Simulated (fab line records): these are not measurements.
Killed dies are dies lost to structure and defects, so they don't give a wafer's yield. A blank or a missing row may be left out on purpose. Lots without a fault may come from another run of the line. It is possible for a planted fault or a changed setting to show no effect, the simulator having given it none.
fab line records	flow sky130
record lots=12	wafers=36	lastDay=50
route steps=708 shown CAPM@537 VIA3@595 METAL4@631 METAL5@664 PAD_OPEN@708
lots that met no fault: taken from a fault-free run of the same line
startH: start of the lot's first displayed wafer, in hours after the record's first day	waitH: hours elapsed since this lot's preceding step	" as in the row above	L1.1+2: several wafers, shown together as one row	- no value, or no start was given	* or withheld: withheld	< > ~ a bound
route shown NAME@n: names a module that has steps shown in the file, with the first one's number in the route	usual: mean/standard deviation taken from wafers without a fault	same: alike in all rows	chamber/n: place in a boat	sites: per-site readings	_std_site: standard deviation across them	_edge_site: outer sites' mean less inner sites'	radiusMm: for every site, how far away it sits from the centre of the wafer	mask NAME#n: copy n	behind: the most recent tool/chamber to have shaped the wafer	hold: cause of the lot's hold/its duration in hours/its outcome	device: the transistor (n, p or np) that didn't switch	end of line: tests of these same wafers at the route's end	step lacking rows: just its recipe	killed: count of dies lost to structure and defects at first sort (not the wafer's yield)	map: dies across one wafer; x = killed, . = not, _ = none there
set.NAME: the setting as run; set.NAME@STEP: as run at that earlier step	model.NAME: the simulator's own value behind a step, which no gauge read
one table for each step of the route and one row for each wafer, over a sample of lots
services: a tool's chamber out of use, with start hour (startH, from the record's first day; less than 0 if before it), hours out, and reason
## steps
# step SKY_CAPM_CVD_00
# recipe material=SiO2	targetThkNm=15.5	tempC=400	timeS=withheld	rfW=450
# usual heaterPowerW=691/65
lot.wafer	tool	chamber	startH	waitH	heaterPowerW
L409.2	pecvd-03	2	856.80	0.0	851
L409.4	"	1	"	"	690
L409.5	"	0	"	"	621
L410.2	pecvd-04	1	858.80	0.0	708
L410.5	"	1	"	"	713
L410.6	"	0	"	"	730
L411.1	pecvd-03	2	870.63	0.0	722
L411.4	"	2	"	"	728
L411.5	"	1	"	"	802
L412.2	pecvd-03	1	878.84	0.0	783
L412.3	"	2	"	"	678
L412.6	"	2	"	"	677
L413.1	pecvd-02	0	882.35	0.0	690
L413.2	"	1	"	"	670
L413.6	"	0	"	"	689
L419.4	pecvd-02	2	931.95	0.0	698
L419.5	"	0	"	"	702
L419.6	"	1	"	"	639
L421.2	pecvd-04	2	943.46	0.0	621
L421.3	"	0	"	"	750
L421.5	"	2	"	"	631
L422.2	pecvd-02	2	950.07	0.0	739
L422.5	"	1	"	"	691
L422.6	"	0	"	"	742
L424.1	pecvd-03	0	963.37	0.0	580
L424.2	"	1	"	"	854
L424.5	"	2	"	"	764
L427.1	pecvd-03	0	985.79	0.0	638
L427.5	"	1	"	"	766
L427.6	"	2	"	"	810
L428.1	pecvd-03	0	996.91	0.0	625
L428.4	"	0	"	"	645
L428.5	"	2	"	"	808
L431.3	pecvd-04	2	1010.33	0.0	621
L431.4	"	2	"	"	632
L431.5	"	0	"	"	750
# step SKY_VIA3_RS_MEAS_22
# recipe thkMeasGauge=four-point-probe	reads=W_of_VIA3_CVD_21+TiN_of_VIA3_SPUTTER_20
# usual VIA3_W_RS=0.291/0.0054
lot.wafer	tool	chamber	startH	waitH	VIA3_W_RS[ohm/sq]
L409.2	filmMetro-01	-	937.39	0.1	0.296
L409.4	"	-	"	"	0.291
L409.5	"	-	"	"	0.298
L410.2	filmMetro-04	-	939.43	0.1	0.289
L410.5	"	-	"	"	0.289
L410.6	"	-	"	"	0.285
L411.1	filmMetro-02	-	950.60	0.1	0.282
L411.4	"	-	"	"	0.284
L411.5	"	-	"	"	0.288
L412.2	filmMetro-04	-	957.26	0.1	0.294
L412.3	"	-	"	"	0.291
L412.6	"	-	"	"	0.290
L413.1	filmMetro-01	-	960.79	0.1	0.293
L413.2	"	-	"	"	0.288
L413.6	"	-	"	"	0.290
L419.4	filmMetro-04	-	1006.94	0.1	0.288
L419.5	"	-	"	"	0.299
L419.6	"	-	"	"	0.291
L421.2	filmMetro-01	-	1018.07	0.1	0.288
L421.3	"	-	"	"	0.297
L421.5	"	-	"	"	0.298
L422.2	filmMetro-01	-	1024.64	0.1	0.301
L422.5	"	-	"	"	0.289
L422.6	"	-	"	"	0.302
L424.1	filmMetro-01	-	1037.13	0.1	0.284
L424.2	"	-	"	"	0.295
L424.5	"	-	"	"	0.284
L427.1	filmMetro-02	-	1058.22	0.1	0.297
L427.5	"	-	"	"	0.295
L427.6	"	-	"	"	0.287
L428.1	filmMetro-04	-	1068.64	0.1	0.294
L428.4	"	-	"	"	0.295
L428.5	"	-	"	"	0.296
L431.3	filmMetro-01	-	1082.24	0.1	0.288
L431.4	"	-	"	"	0.299
L431.5	"	-	"	"	0.287
# step SKY_METAL4_DESCUM_15
# recipe chemistry=O2	sourcePowerW=150	biasPowerW=0	pressureMtorr=10	tempC=40	timeS=8
# usual drypumpMotorCurrentA=5.78/0.2	oesProductAu=1.003/0.012
lot.wafer	tool	chamber	startH	waitH	drypumpMotorCurrentA	oesProductAu	rfHoursCounterH
L409.2	rieMetal-01	0	988.01	0.0	6.01	0.993	-
L409.4	"	0	"	"	6.02	0.996	-
L409.5	"	0	"	"	6.03	0.991	-
L410.2	rieMetal-02	1	989.55	0.0	5.57	1.008	22
L410.5	"	0	"	"	5.99	1.029	-
L410.6	"	1	"	"	5.56	1.005	-
L411.1	rieMetal-04	0	1001.15	0.0	5.69	0.999	6
L411.4	"	0	"	"	5.68	0.995	-
L411.5	"	0	"	"	5.71	0.991	-
L412.2	rieMetal-02	0	1005.65	0.0	5.97	1.023	19
L412.3	"	1	"	"	5.58	1.016	-
L412.6	"	1	"	"	5.56	1.007	-
L413.1	rieMetal-04	1	1009.95	0.0	5.86	1.027	12
L413.2	"	0	"	"	5.72	0.998	7
L413.6	"	0	"	"	5.72	0.999	-
L419.4	rieMetal-04	0	1054.36	0.0	5.73	0.987	-
L419.5	"	1	"	"	5.85	1.025	-
L419.6	"	0	"	"	5.74	1.011	-
L421.2	rieMetal-01	1	1064.20	0.0	5.48	1.005	4
L421.3	"	1	"	"	5.49	1.009	-
L421.5	"	1	"	"	5.49	1.000	-
L422.2	rieMetal-04	0	1070.45	0.0	5.74	1.004	11
L422.5	"	1	"	"	5.86	1.021	-
L422.6	"	0	"	"	5.72	1.002	-
L424.1	rieMetal-01	1	1082.35	0.0	5.49	1.000	5
L424.2	"	0	"	"	6.01	1.001	10
L424.5	"	0	"	"	5.98	0.995	-
L427.1	rieMetal-02	0	1102.70	0.0	5.98	1.019	27
L427.5	"	0	"	"	5.98	1.017	-
L427.6	"	1	"	"	5.56	0.989	-
L428.1	rieMetal-01	1	1112.15	0.0	5.48	1.002	8
L428.4	"	0	"	"	6.01	0.981	-
L428.5	"	1	"	"	5.48	1.001	-
L431.3	rieMetal-04	1	1127.51	0.0	5.86	1.011	-
L431.4	"	0	"	"	5.72	0.995	-
L431.5	"	0	"	"	5.73	0.997	-
# step SKY_METAL5_SPUTTER_03
# recipe material=Ti	targetThkNm=5	powerW=3000	timeS=3.3	chamberPressurePa=0.4
# usual throttleValvePct=29.6/0.91
lot.wafer	tool	chamber	startH	waitH	throttleValvePct
L409.2	pvdSputter-01	-	1014.78	0.0	29.3
L409.4	"	-	"	"	31.0
L409.5	"	-	"	"	31.1
L410.2	pvdSputter-03	-	1016.17	0.0	30.9
L410.5	"	-	"	"	30.6
L410.6	"	-	"	"	29.1
L411.1	pvdSputter-03	-	1026.48	0.0	28.8
L411.4	"	-	"	"	29.4
L411.5	"	-	"	"	30.8
L412.2	pvdSputter-02	-	1030.07	0.0	28.6
L412.3	"	-	"	"	29.4
L412.6	"	-	"	"	29.5
L413.1	pvdSputter-03	-	1035.86	0.0	28.4
L413.2	"	-	"	"	29.0
L413.6	"	-	"	"	28.2
L419.4	pvdSputter-03	-	1078.49	0.0	29.2
L419.5	"	-	"	"	29.1
L419.6	"	-	"	"	30.8
L421.2	pvdSputter-02	-	1089.53	0.0	29.0
L421.3	"	-	"	"	30.1
L421.5	"	-	"	"	30.1
L422.2	pvdSputter-03	-	1094.92	0.0	29.1
L422.5	"	-	"	"	28.1
L422.6	"	-	"	"	29.1
L424.1	pvdSputter-01	-	1106.52	0.0	31.0
L424.2	"	-	"	"	29.2
L424.5	"	-	"	"	29.4
L427.1	pvdSputter-02	-	1125.35	0.0	29.4
L427.5	"	-	"	"	30.0
L427.6	"	-	"	"	30.2
L428.1	pvdSputter-01	-	1135.59	0.0	29.2
L428.4	"	-	"	"	29.0
L428.5	"	-	"	"	30.9
L431.3	pvdSputter-03	-	1150.40	0.0	29.1
L431.4	"	-	"	"	28.5
L431.5	"	-	"	"	28.2
# step SKY_PAD_OPEN_PROBE_99
# usual defectLimitedYield=82.7/2	killed_at_M0_to_M3=42/6.7	killed_at_M4_up=3.3/2.1	killedAtContacts=24/5.1	killedAtFrontEnd=15/4.6	killedAtOther=0.3/0.58	killedDies=85/9.9	killedOpen=46/6.9	killedShort=38/7	sort_bin_3_pad_short=0.9/0.43	sort_bin_5_function=10.1/1.4	sort_bin_6_memory=6.4/1.2	sortNPass=407/9.9	sortYieldPct=82.7/2
# same grossDies=492	killedAtBackSide=0	sort_bin_4_leakage[%]=0	sort_bin_8_speed[%]=0
lot.wafer	tool	chamber	startH	waitH	hold	defectLimitedYield[%]	killed_at_M0_to_M3	killed_at_M4_up	killedAtContacts	killedAtFrontEnd	killedAtOther	killedDies	killedOpen	killedShort	sort_bin_3_pad_short[%]	sort_bin_5_function[%]	sort_bin_6_memory[%]	sortNPass	sortYieldPct[%]
L409.2	prober-01	-	1085.20	0.1	-	84.6	42	1	22	11	0	76	46	30	0.2	10.2	5.1	416	84.6
L409.4	prober-01	-	1085.30	0.2	-	82.5	49	3	22	12	0	86	47	39	0.6	10.6	6.3	406	82.5
L409.5	prober-01	-	1085.35	0.2	-	82.3	53	3	21	10	0	87	46	41	1.2	10.2	6.3	405	82.3
L410.2	prober-02	-	1086.17	0.1	-	88.6	26	2	20	8	0	56	35	21	0.6	7.9	2.8	436	88.6
L410.5	prober-02	-	1086.32	0.2	-	84.6	40	2	24	9	1	76	39	37	0.8	9.3	5.3	416	84.6
L410.6	prober-02	-	1086.37	0.2	-	83.7	33	4	28	15	0	80	43	37	0.8	11.2	4.3	412	83.7
L411.1	prober-01	-	1096.06	0.1	-	79.9	46	3	28	21	1	99	49	50	1.0	12.0	7.1	393	79.9
L411.4	prober-01	-	1096.21	0.2	-	83.7	36	2	32	10	0	80	43	37	1.0	8.1	7.1	412	83.7
L411.5	prober-01	-	1096.26	0.2	-	78.7	46	3	37	19	0	105	62	43	0.4	11.4	9.6	387	78.7
L412.2	prober-02	-	1097.88	0.1	-	83.3	44	2	23	13	0	82	44	38	0.4	7.9	8.3	410	83.3
L412.3	prober-02	-	1097.93	0.2	-	83.3	40	4	23	15	0	82	39	43	1.2	8.5	6.9	410	83.3
L412.6	prober-02	-	1098.08	0.2	-	82.9	38	2	29	14	1	84	52	32	0.4	8.7	7.9	408	82.9
L413.1	prober-01	-	1104.53	0.1	-	80.9	49	5	27	13	0	94	44	50	1.4	11.2	6.5	398	80.9
L413.2	prober-01	-	1104.58	0.1	-	83.3	35	1	22	23	1	82	54	28	0.6	9.8	6.3	410	83.3
L413.6	prober-01	-	1104.78	0.2	-	82.9	44	2	24	14	0	84	48	36	0.8	8.9	7.3	408	82.9
L419.4	prober-01	-	1142.25	0.2	awaitDispo/1.2h/release	83.1	37	6	17	22	1	83	50	32	1.4	8.3	7.1	409	83.1
L419.5	prober-01	-	1142.30	0.2	awaitDispo/1.2h/release	82.9	38	6	22	18	0	84	47	35	0.8	8.3	7.9	408	82.9
L419.6	prober-01	-	1142.35	0.2	awaitDispo/1.2h/release	77.0	29	4	24	8	48	113	35	30	3.7	13.8	5.5	379	77.0
L421.2	prober-01	-	1152.72	0.1	-	84.1	37	2	29	10	0	78	46	31	0.2	8.7	6.9	414	84.1
L421.3	prober-01	-	1152.77	0.2	-	80.7	58	4	21	11	1	95	53	41	1.2	10.4	7.7	397	80.7
L421.5	prober-01	-	1152.87	0.2	-	86.2	33	3	20	10	2	68	32	36	0.6	7.5	5.7	424	86.2
L422.2	prober-02	-	1156.27	0.1	awaitDispo/0.8h/release	77.6	67	5	26	12	0	110	54	55	1.6	13.0	7.7	382	77.6
L422.5	prober-02	-	1156.42	0.2	awaitDispo/0.8h/release	72.4	45	4	30	15	42	136	51	43	4.5	15.4	7.7	356	72.4
L422.6	prober-02	-	1156.47	0.2	awaitDispo/0.8h/release	78.7	59	6	26	14	0	105	48	57	1.2	11.8	8.3	387	78.7
L424.1	prober-02	-	1166.97	0.1	-	84.1	44	1	24	9	0	78	44	32	0	10.4	5.5	414	84.1
L424.2	prober-02	-	1167.02	0.1	-	86.2	35	4	18	10	1	68	44	20	0.4	8.7	4.7	424	86.2
L424.5	prober-02	-	1167.17	0.2	-	86.4	39	2	15	10	1	67	36	30	0.6	7.3	5.7	425	86.4
L427.1	prober-01	-	1181.87	0.1	-	81.1	38	2	29	24	0	93	52	41	1.0	10.4	7.5	399	81.1
L427.5	prober-01	-	1182.07	0.2	-	82.3	47	2	26	12	0	87	54	33	1.2	11.2	5.3	405	82.3
L427.6	prober-01	-	1182.12	0.2	-	80.5	39	10	32	15	0	96	48	48	0.8	12.6	6.1	396	80.5
L428.1	prober-01	-	1192.07	0.1	-	81.7	52	4	21	13	0	90	48	41	0.8	11.6	5.9	402	81.7
L428.4	prober-01	-	1192.22	0.2	-	84.8	40	0	23	12	0	75	45	28	0.6	7.9	6.7	417	84.8
L428.5	prober-01	-	1192.27	0.2	-	86.4	36	2	19	10	0	67	33	34	0.4	7.5	5.7	425	86.4
L431.3	prober-01	-	1201.07	0.2	-	84.8	36	5	18	16	0	75	40	35	0.8	8.3	6.1	417	84.8
L431.4	prober-01	-	1201.12	0.2	-	82.5	45	2	24	14	1	86	39	47	1.0	10.0	6.5	406	82.5
L431.5	prober-01	-	1201.17	0.2	-	85.6	34	3	14	20	0	71	44	26	0.6	8.7	5.1	421	85.6
# killed by level:class
L409.2 VIA1:geometricParticle:open=16 CONTACT:geometricParticle:open=7 VIA2:geometricParticle:open=7 LI_CONTACT:geometricParticle:open=5 METAL1:geometricParticle:short=5 FIELD_ISO:geometricParticle:open=4 LI_CONTACT:geometricParticle:short=4 CONTACT:geometricParticle:short=4
L409.4 VIA1:geometricParticle:open=11 VIA2:geometricParticle:open=10 CONTACT:geometricParticle:open=8 METAL2:geometricParticle:short=7 LI_CONTACT:geometricParticle:open=4 LOCAL_INTERCONNECT:geometricParticle:short=4 CONTACT:geometricParticle:short=4 METAL1:geometricParticle:short=4
L409.5 VIA1:geometricParticle:open=13 LI_CONTACT:geometricParticle:open=7 METAL2:geometricParticle:short=7 VIA3:geometricParticle:open=7 VIA2:geometricParticle:open=6 VIA1:geometricParticle:short=5 CONTACT:geometricParticle:open=5 CONTACT:geometricParticle:short=5
L410.2 CONTACT:geometricParticle:open=7 LI_CONTACT:geometricParticle:open=6 VIA2:geometricParticle:open=6 VIA1:geometricParticle:open=6 VIA3:geometricParticle:open=5 FIELD_ISO:geometricParticle:open=4 LOCAL_INTERCONNECT:geometricParticle:short=4 METAL1:geometricParticle:short=4
L410.5 VIA3:geometricParticle:open=12 CONTACT:geometricParticle:open=7 CONTACT:geometricParticle:short=6 VIA1:geometricParticle:open=6 LI_CONTACT:geometricParticle:open=5 METAL1:geometricParticle:short=5 VIA1:geometricParticle:short=5 METAL2:geometricParticle:short=5
L410.6 CONTACT:geometricParticle:open=13 VIA1:geometricParticle:open=7 VIA1:geometricParticle:short=6 FIELD_ISO:geometricParticle:open=5 METAL2:geometricParticle:short=5 POLY_GATE:geometricParticle:short=5 CONTACT:geometricParticle:short=5 VIA3:geometricParticle:open=5
L411.1 VIA1:geometricParticle:open=13 LI_CONTACT:geometricParticle:short=8 METAL1:geometricParticle:short=8 FIELD_ISO:geometricParticle:short=7 CONTACT:geometricParticle:open=7 VIA3:geometricParticle:open=7 POLY_GATE:geometricParticle:short=6 LI_CONTACT:geometricParticle:open=5
L411.4 LI_CONTACT:geometricParticle:open=9 CONTACT:geometricParticle:open=9 VIA3:geometricParticle:open=7 METAL2:geometricParticle:short=6 VIA1:geometricParticle:open=6 LOCAL_INTERCONNECT:geometricParticle:short=5 METAL1:geometricParticle:short=5 VIA2:geometricParticle:open=5
L411.5 CONTACT:geometricParticle:open=13 VIA1:geometricParticle:open=12 LI_CONTACT:geometricParticle:open=10 CONTACT:geometricParticle:short=9 METAL1:geometricParticle:short=7 VIA3:geometricParticle:open=7 FIELD_ISO:geometricParticle:open=6 METAL2:geometricParticle:short=5
L412.2 VIA2:geometricParticle:open=9 VIA3:geometricParticle:open=8 METAL1:geometricParticle:short=7 LI_CONTACT:geometricParticle:open=7 CONTACT:geometricParticle:open=7 LOCAL_INTERCONNECT:geometricParticle:short=5 VIA2:geometricParticle:short=4 METAL3:geometricParticle:short=4
L412.3 VIA3:geometricParticle:open=11 LI_CONTACT:geometricParticle:open=9 METAL2:geometricParticle:short=7 FIELD_ISO:geometricParticle:short=6 VIA1:geometricParticle:short=6 METAL1:geometricParticle:short=6 VIA1:geometricParticle:open=5 LOCAL_INTERCONNECT:geometricParticle:short=5
L412.6 VIA1:geometricParticle:open=13 CONTACT:geometricParticle:open=12 LI_CONTACT:geometricParticle:open=10 METAL1:geometricParticle:short=5 VIA2:geometricParticle:open=5 FIELD_ISO:geometricParticle:short=4 POLY_GATE:geometricParticle:short=3 LI_CONTACT:geometricParticle:short=3
L413.1 VIA1:geometricParticle:open=11 CONTACT:geometricParticle:short=8 VIA3:geometricParticle:open=7 VIA2:geometricParticle:open=7 LI_CONTACT:geometricParticle:open=6 METAL2:geometricParticle:short=6 FIELD_ISO:geometricParticle:short=5 CONTACT:geometricParticle:open=5
L413.2 CONTACT:geometricParticle:open=12 VIA1:geometricParticle:open=11 POLY_GATE:geometricParticle:short=6 VIA3:geometricParticle:open=6 FIELD_ISO:geometricParticle:open=5 POLY_GATE:geometricParticle:open=5 LI_CONTACT:geometricParticle:open=5 VIA2:geometricParticle:open=5
L413.6 CONTACT:geometricParticle:open=8 VIA1:geometricParticle:open=8 VIA3:geometricParticle:open=8 METAL1:geometricParticle:short=7 LI_CONTACT:geometricParticle:open=6 VIA2:geometricParticle:open=6 METAL2:geometricParticle:short=6 FIELD_ISO:geometricParticle:open=5
L419.4 VIA3:geometricParticle:open=9 VIA1:geometricParticle:open=7 POLY_GATE:geometricParticle:open=6 LI_CONTACT:geometricParticle:open=6 FIELD_ISO:geometricParticle:open=5 CONTACT:geometricParticle:open=5 METAL1:geometricParticle:short=4 METAL2:geometricParticle:short=4
L419.5 VIA1:geometricParticle:open=11 CONTACT:geometricParticle:open=9 LI_CONTACT:geometricParticle:open=7 VIA2:geometricParticle:open=5 VIA3:geometricParticle:open=5 METAL4:geometricParticle:short=5 FIELD_ISO:geometricParticle:open=4 FIELD_ISO:geometricParticle:short=4
L419.6 CAPM:unspecified=47 CONTACT:geometricParticle:open=8 VIA3:geometricParticle:open=6 LI_CONTACT:geometricParticle:open=5 CONTACT:geometricParticle:short=5 VIA3:geometricParticle:short=5 LI_CONTACT:geometricParticle:short=4 VIA1:geometricParticle:open=4
L421.2 CONTACT:geometricParticle:open=13 LI_CONTACT:geometricParticle:open=8 METAL1:geometricParticle:short=7 VIA1:geometricParticle:open=7 VIA2:geometricParticle:open=6 LOCAL_INTERCONNECT:geometricParticle:short=4 METAL2:geometricParticle:short=4 POLY_GATE:geometricParticle:short=3
L421.3 VIA1:geometricParticle:open=15 CONTACT:geometricParticle:open=10 VIA2:geometricParticle:open=9 VIA2:geometricParticle:short=8 VIA3:geometricParticle:open=7 METAL2:geometricParticle:short=6 CONTACT:geometricParticle:short=5 POLY_GATE:geometricParticle:short=4
L421.5 CONTACT:geometricParticle:open=6 VIA3:geometricParticle:open=6 LI_CONTACT:geometricParticle:open=5 METAL1:geometricParticle:short=5 VIA2:geometricParticle:open=5 LI_CONTACT:geometricParticle:short=4 METAL2:geometricParticle:short=4 POLY_GATE:geometricParticle:open=3
L422.2 VIA1:geometricParticle:open=15 VIA1:geometricParticle:short=9 CONTACT:geometricParticle:short=8 CONTACT:geometricParticle:open=7 METAL1:geometricParticle:short=7 VIA2:geometricParticle:open=7 METAL2:geometricParticle:short=7 VIA3:geometricParticle:short=6
L422.5 CAPM:unspecified=42 VIA1:geometricParticle:open=13 CONTACT:geometricParticle:open=11 VIA3:geometricParticle:open=9 CONTACT:geometricParticle:short=8 LOCAL_INTERCONNECT:geometricParticle:short=7 VIA2:geometricParticle:open=6 FIELD_ISO:geometricParticle:short=4
L422.6 VIA1:geometricParticle:open=13 METAL2:geometricParticle:short=9 CONTACT:geometricParticle:open=8 METAL1:geometricParticle:short=8 VIA1:geometricParticle:short=8 VIA2:geometricParticle:open=7 FIELD_ISO:geometricParticle:short=6 CONTACT:geometricParticle:short=6
L424.1 VIA1:geometricParticle:open=10 LI_CONTACT:geometricParticle:open=9 CONTACT:geometricParticle:open=7 VIA3:geometricParticle:open=6 METAL1:geometricParticle:short=5 METAL2:geometricParticle:short=5 VIA2:geometricParticle:open=5 LOCAL_INTERCONNECT:geometricParticle:short=3
L424.2 LI_CONTACT:geometricParticle:open=9 VIA3:geometricParticle:open=8 VIA1:geometricParticle:open=7 VIA2:geometricParticle:open=6 FIELD_ISO:geometricParticle:open=4 CONTACT:geometricParticle:open=4 LOCAL_INTERCONNECT:geometricParticle:short=3 METAL1:geometricParticle:short=3
L424.5 LI_CONTACT:geometricParticle:open=9 METAL2:geometricParticle:short=9 VIA1:geometricParticle:open=6 VIA1:geometricParticle:short=6 VIA2:geometricParticle:open=5 POLY_GATE:geometricParticle:open=4 VIA3:geometricParticle:open=4 CONTACT:geometricParticle:open=3
L427.1 CONTACT:geometricParticle:open=9 VIA1:geometricParticle:open=9 LI_CONTACT:geometricParticle:open=7 CONTACT:geometricParticle:short=7 POLY_GATE:geometricParticle:open=6 FIELD_ISO:geometricParticle:short=5 VIA2:geometricParticle:open=5 METAL1:geometricParticle:short=5
L427.5 VIA1:geometricParticle:open=14 CONTACT:geometricParticle:open=13 METAL1:geometricParticle:short=7 VIA2:geometricParticle:short=6 LI_CONTACT:geometricParticle:open=5 VIA2:geometricParticle:open=5 FIELD_ISO:geometricParticle:open=4 POLY_GATE:geometricParticle:open=4
L427.6 CONTACT:geometricParticle:open=14 VIA1:geometricParticle:open=10 METAL4:geometricParticle:short=9 LI_CONTACT:geometricParticle:open=7 VIA2:geometricParticle:open=7 METAL2:geometricParticle:short=6 FIELD_ISO:geometricParticle:short=4 LOCAL_INTERCONNECT:geometricParticle:short=4
L428.1 VIA1:geometricParticle:open=11 CONTACT:geometricParticle:open=10 METAL3:geometricParticle:short=7 METAL1:geometricParticle:short=7 VIA3:geometricParticle:open=6 LOCAL_INTERCONNECT:geometricParticle:short=5 METAL2:geometricParticle:short=5 FIELD_ISO:geometricParticle:open=4
L428.4 LI_CONTACT:geometricParticle:open=9 VIA3:geometricParticle:open=9 LI_CONTACT:geometricParticle:short=6 CONTACT:geometricParticle:open=6 VIA1:geometricParticle:open=6 VIA2:geometricParticle:open=5 METAL1:geometricParticle:short=4 VIA1:geometricParticle:short=4
L428.5 VIA1:geometricParticle:open=8 LI_CONTACT:geometricParticle:open=6 METAL1:geometricParticle:short=6 FIELD_ISO:geometricParticle:short=5 METAL2:geometricParticle:short=5 VIA2:geometricParticle:open=5 CONTACT:geometricParticle:short=4 LI_CONTACT:geometricParticle:short=3
L431.3 METAL1:geometricParticle:short=8 LI_CONTACT:geometricParticle:open=7 VIA2:geometricParticle:open=7 VIA1:geometricParticle:open=6 FIELD_ISO:geometricParticle:open=5 LOCAL_INTERCONNECT:geometricParticle:short=4 METAL2:geometricParticle:short=4 POLY_GATE:geometricParticle:open=3
L431.4 VIA1:geometricParticle:open=10 VIA3:geometricParticle:open=8 CONTACT:geometricParticle:open=6 METAL1:geometricParticle:short=6 METAL2:geometricParticle:short=6 POLY_GATE:geometricParticle:short=5 LOCAL_INTERCONNECT:geometricParticle:short=5 POLY_GATE:geometricParticle:open=4
L431.5 VIA1:geometricParticle:open=9 POLY_GATE:geometricParticle:open=7 LI_CONTACT:geometricParticle:open=7 METAL1:geometricParticle:short=7 METAL2:geometricParticle:short=6 CONTACT:geometricParticle:open=5 FIELD_ISO:geometricParticle:open=4 POLY_GATE:geometricParticle:short=3
## services
tool	chamber	startH	hours	kind
pvdSputter-01	-	848.94	5.2	repair
pecvd-02	-	854.90	0.9	repair
pecvd-04	-	857.05	1.6	repair
rieMetal-01	1	863.65	7.3	repair
pvdSputter-03	-	878.04	2.4	repair
rieMetal-01	-	882.57	28.1	pm
pecvd-02	-	890.92	0.9	repair
rieMetal-02	0	907.79	10.5	repair
pecvd-03	-	912.28	2.2	repair
pecvd-04	-	916.00	0.3	repair
pecvd-03	-	929.93	6.0	pm
rieMetal-04	0	932.06	16.6	repair
rieMetal-01	-	967.61	2.8	pm
rieMetal-01	0	970.98	10.6	repair
pvdSputter-01	-	981.03	1.2	repair
pvdSputter-02	-	995.14	1.4	repair
pvdSputter-03	-	997.14	12.2	repair
pvdSputter-01	-	1002.17	5.9	repair
pvdSputter-01	-	1028.30	3.0	repair
pecvd-03	-	1041.22	5.5	pm
pecvd-04	-	1048.81	0.6	repair
pecvd-03	1	1089.83	4.0	repair
rieMetal-04	-	1105.64	2.8	pm
pecvd-03	1	1148.61	5.8	repair
## key
firstSign step=SKY_PAD_OPEN_PROBE_99	reading=killedAtOther	direction=up	sigmas=45	usual=0.3	struck=45
effect step=SKY_PAD_OPEN_PROBE_99	reading=sort_bin_3_pad_short	direction=up	sigmas=7.4	usual=0.9	struck=4.1
metAt SKY_CAPM_CVD_00
struckLots L419,L422
struckWafers L419.6,L422.5
notActingAt SKY_VIA3_RS_MEAS_22,SKY_METAL4_DESCUM_15,SKY_METAL5_SPUTTER_03
onsetBetween 882.35 931.95
fault kind=chamberParticleSource	tool=pecvd-02	chamber=1	onsetH=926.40	steps=SKY_CAPM_CVD_00	ratePerVisitCm2=1.1644	endH=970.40
